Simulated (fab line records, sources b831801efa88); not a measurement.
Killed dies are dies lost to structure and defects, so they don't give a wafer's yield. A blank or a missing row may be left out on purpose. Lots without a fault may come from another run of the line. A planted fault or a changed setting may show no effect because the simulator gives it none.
Chamber matching | flow gf180mcu | GF_V4_CMP_26 on cmp-02: 3 sister chambers
The step polishes, stops on SiO2, t overpolish 15 s, target thk 0 nm. 18 wafers are shown with their chamber, then 8 later ones without.

WAFERS WITH THEIR CHAMBER
wafer  | chamber | motor_current_A (A) | time_to_endpoint_s (s) | overpolish_run_s (s)
L657.2 | 2       | 10.2                | 80                     | 15.004
L657.4 | 0       | 12.5                | 86                     | 14.997
L657.6 | 0       | 13.6                | 84                     | 15.001
L658.1 | 0       | 13.3                | 89                     | 14.986
L658.4 | 3       | 8.4                 | 82                     | 14.999
L658.5 | 2       | 9.5                 | 85                     | 14.999
L659.3 | 2       | 9.8                 | 80                     | 14.995
L659.4 | 0       | 13.9                | 82                     | 14.993
L659.6 | 3       | 9.3                 | 85                     | 15.009
L660.2 | 0       | 14.0                | 89                     | 15.007
L660.3 | 2       | 9.6                 | 88                     | 15.012
L660.5 | 0       | 14.2                | 90                     | 14.986
L662.4 | 0       | 13.0                | 85                     | 15.001
L662.5 | 2       | 10.0                | 84                     | 15.003
L662.6 | 3       | 8.9                 | 84                     | 14.987
L663.2 | 3       | 8.7                 | 87                     | 15.009
L663.4 | 2       | 9.8                 | 87                     | 15.014
L663.5 | 0       | 13.7                | 88                     | 15.007

SIGNATURES (means of the wafers above)
reading            | chamber 0 | chamber 2 | chamber 3 | scatter within a chamber
motor_current_A    | 13.525    | 9.817     | 8.825     | 0.447
time_to_endpoint_s | 86.62     | 84.00     | 84.50     | 2.91
overpolish_run_s   | 14.99725  | 15.00450  | 15.00100  | 0.00851
Rule: a wafer's distance from a chamber is the root of the sum, over the readings, of the square of ((its reading less the chamber's mean) divided by the reading's scatter). The wafer belongs to the nearest chamber; if the next one is less than 2 further off, it can't be placed. The scatter: the root of (the sum of the squares of (reading less its chamber's mean) over the shown wafers, divided by (wafers less chambers)).

WAFERS WITHOUT THEIR CHAMBER
wafer  | motor_current_A (A) | time_to_endpoint_s (s) | overpolish_run_s (s)
L675.3 | 9.1                 | 82                     | 14.997
L675.4 | 9.6                 | 86                     | 15.010
L675.6 | 13.1                | 86                     | 15.007
L676.2 | 9.7                 | 84                     | 15.002
L676.4 | 9.0                 | 87                     | 14.993
L678.3 | 13.1                | 84                     | 15.007
L678.4 | 9.6                 | 86                     | 14.987
L678.6 | 13.6                | 87                     | 14.993

WHICH CHAMBER EACH WENT THROUGH
wafer  | from the rows above     | in truth
L675.3 | can't be placed: 3 or 2 | 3
L675.4 | can't be placed: 2 or 3 | 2
L675.6 | 0                       | 0
L676.2 | can't be placed: 2 or 3 | 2
L676.4 | can't be placed: 3 or 2 | 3
L678.3 | 0                       | 0
L678.4 | can't be placed: 2 or 3 | 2
L678.6 | 0                       | 0
Placed correctly: 3 of 8. Can't be placed from these rows: 5 (the true chamber is among the candidates in 5). Placed wrongly: 0.
